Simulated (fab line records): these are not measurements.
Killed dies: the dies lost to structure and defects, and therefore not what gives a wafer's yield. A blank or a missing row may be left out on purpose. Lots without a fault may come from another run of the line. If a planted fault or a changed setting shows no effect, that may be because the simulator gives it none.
Which tool did it?	flow sfq-line	Sampling: 14 lots, 42 wafers, 3 of 325 route steps

WHAT EACH GAUGE READ, for each wafer
SFQ_R5_OVL_MEAS_935. Usual: for R5_OVL the level is 3 nm and the standard deviation is 4.8.
lot	measured	on	R5_OVL (nm)	flag
L957	day 55 08:19	overlay-02	2 7 4	
L958	day 55 10:42	overlay-02	1 -1 -3	
L959	day 58 21:40	overlay-02	0 5 5	
L960	day 58 22:52	overlay-02	9 10 6	
L961	day 59 02:28	overlay-01	2 4 4	
L965	day 59 14:28	overlay-01	3 0 -2	
L967	day 60 13:35	overlay-02	6 7 -2	
L968	day 61 02:47	overlay-01	7 2 -5	
L969	day 61 12:23	overlay-01	- - -	OFF
L970	day 61 19:59	overlay-01	- - -	OFF
L976	day 64 08:58	overlay-02	1 6 11	
L978	day 64 14:19	overlay-02	5 9 5	
L979	day 64 21:31	overlay-01	-4 -5 -6	
L980	day 64 23:57	overlay-02	3 4 3	

EACH LOT AND THE TOOL THAT RAN IT (in order: tool; ch and the chambers of the sampled wafers; start)
lot	SFQ_TRILAYER_M1_LITHO_EXPOSE_040	SFQ_TRILAYER_I1_DEP_PECVD_045
L957	krf-scanner-02 ch 0, day 17 07:11	pecvd-01 ch 0,1, day 17 09:07
L958	krf-scanner-01 ch 0, day 17 20:23	pecvd-02 ch 0,1,2, day 17 23:40
L959	krf-scanner-01 ch 0, day 25 17:00	pecvd-03 ch 0,1,2, day 25 20:17
L960	krf-scanner-01 ch 0, day 25 21:48	pecvd-01 ch 0,1,2, day 26 00:18
L961	krf-scanner-01 ch 0, day 26 00:36	pecvd-02 ch 0,1,2, day 26 02:42
L965	krf-scanner-02 ch 0, day 27 11:25	pecvd-03 ch 1,2, day 27 13:43
L967	krf-scanner-01 ch 0, day 28 01:06	pecvd-02 ch 0,1,2, day 28 03:35
L968	krf-scanner-01 ch 0, day 28 18:06	pecvd-02 ch 0,1, day 28 20:25
L969	krf-scanner-02, day 29 01:31	pecvd-01 ch 0,1, day 29 03:49
L970	krf-scanner-02, day 29 04:55	pecvd-03 ch 1,2, day 29 07:25
L976	krf-scanner-02 ch 0, day 31 19:43	pecvd-03 ch 1,2, day 31 21:52
L978	krf-scanner-01 ch 0, day 32 13:41	pecvd-01 ch 0,1,2, day 32 16:00
L979	krf-scanner-01 ch 0, day 32 18:29	pecvd-02 ch 1,2, day 32 20:47
L980	krf-scanner-01 ch 0, day 33 05:05	pecvd-03 ch 0,2, day 33 07:35
- SFQ_TRILAYER_M1_LITHO_EXPOSE_040: exposes mask M1, target cd 500 nm.
- SFQ_TRILAYER_I1_DEP_PECVD_045: deposits SiO2 from SiH4/N2O, time 111.11 s, target thk 500 nm.

AS READ BY THE TOOLS THEMSELVES (means over the sampled wafers that have a number; for cases with no such wafer, the mark the record gives instead)
SFQ_TRILAYER_M1_LITHO_EXPOSE_040. Usual: exposure-dose-mJ-cm2 14.400, standard deviation 0.014; focus-offset-nm -0.1 nm, standard deviation 0.55.
lot	tool	exposure-dose-mJ-cm2	focus-offset-nm (nm)	flag
L957	krf-scanner-02	14.390	-0.5	
L958	krf-scanner-01	14.390	0.0	
L959	krf-scanner-01	14.391	0.2	
L960	krf-scanner-01	14.409	0.1	
L961	krf-scanner-01	14.392	1.6	OFF
L965	krf-scanner-02	14.407	-0.6	
L967	krf-scanner-01	14.393	0.5	
L968	krf-scanner-01	14.399	0.5	
L969	krf-scanner-02	-	-	OFF
L970	krf-scanner-02	-	-	OFF
L976	krf-scanner-02	14.415	0.2	
L978	krf-scanner-01	14.398	-0.3	
L979	krf-scanner-01	14.390	-0.2	
L980	krf-scanner-01	14.411	-0.3	

SFQ_TRILAYER_I1_DEP_PECVD_045. Usual: heater-power-w 85 W, standard deviation 19; rf-fwd-power-W 182.4 W, standard deviation 0.66; throttle-valve-pct 24.7 %, standard deviation 1.
lot	tool	heater-power-w (W)	rf-fwd-power-W (W)	throttle-valve-pct (%)	flag
L957	pecvd-01	75	182.3	24.9	
L958	pecvd-02	92	182.1	24.7	
L959	pecvd-03	85	182.6	23.9	
L960	pecvd-01	82	182.2	25.3	
L961	pecvd-02	86	182.2	24.9	
L965	pecvd-03	85	183.1	24.7	
L967	pecvd-02	86	182.6	25.3	
L968	pecvd-02	91	182.5	25.7	
L969	pecvd-01	76	182.8	24.7	
L970	pecvd-03	82	182.5	24.7	
L976	pecvd-03	103	182.9	24.2	
L978	pecvd-01	83	182.6	25.2	
L979	pecvd-02	78	183.3	25.2	
L980	pecvd-03	100	182.3	23.6	

THE ANSWER, worked out from the rows above alone
Rule: lot off if the mean of its wafers having a number is beyond 3 standard deviations from the usual mean. Also off: a lot with no number at a reading for which 4 or more lots have one. The other lots that the step has rows for count as sound. The gauges are gone through in route order, then the tools' own readings, and for those a lot's mean is taken as printed above. The first step at which some lot is off is used, and at that step the reading that is off furthest; a lot without a number counts as furthest.
Off: L969, L970, at SFQ_R5_OVL_MEAS_935 (R5_OVL). Without a number there: L969, L970.
A tool fits if, at a process step before that reading, it ran every lot that is off, and no sound lot after the first of them. The gauges at SFQ_R5_OVL_MEAS_935 aren't tried: what is off there is off at SFQ_TRILAYER_M1_LITHO_EXPOSE_040 too, on other tools, and a gauge's error can't cause that. No candidate that was tried fits.

WHAT WAS PUT IN BY THE SIMULATOR
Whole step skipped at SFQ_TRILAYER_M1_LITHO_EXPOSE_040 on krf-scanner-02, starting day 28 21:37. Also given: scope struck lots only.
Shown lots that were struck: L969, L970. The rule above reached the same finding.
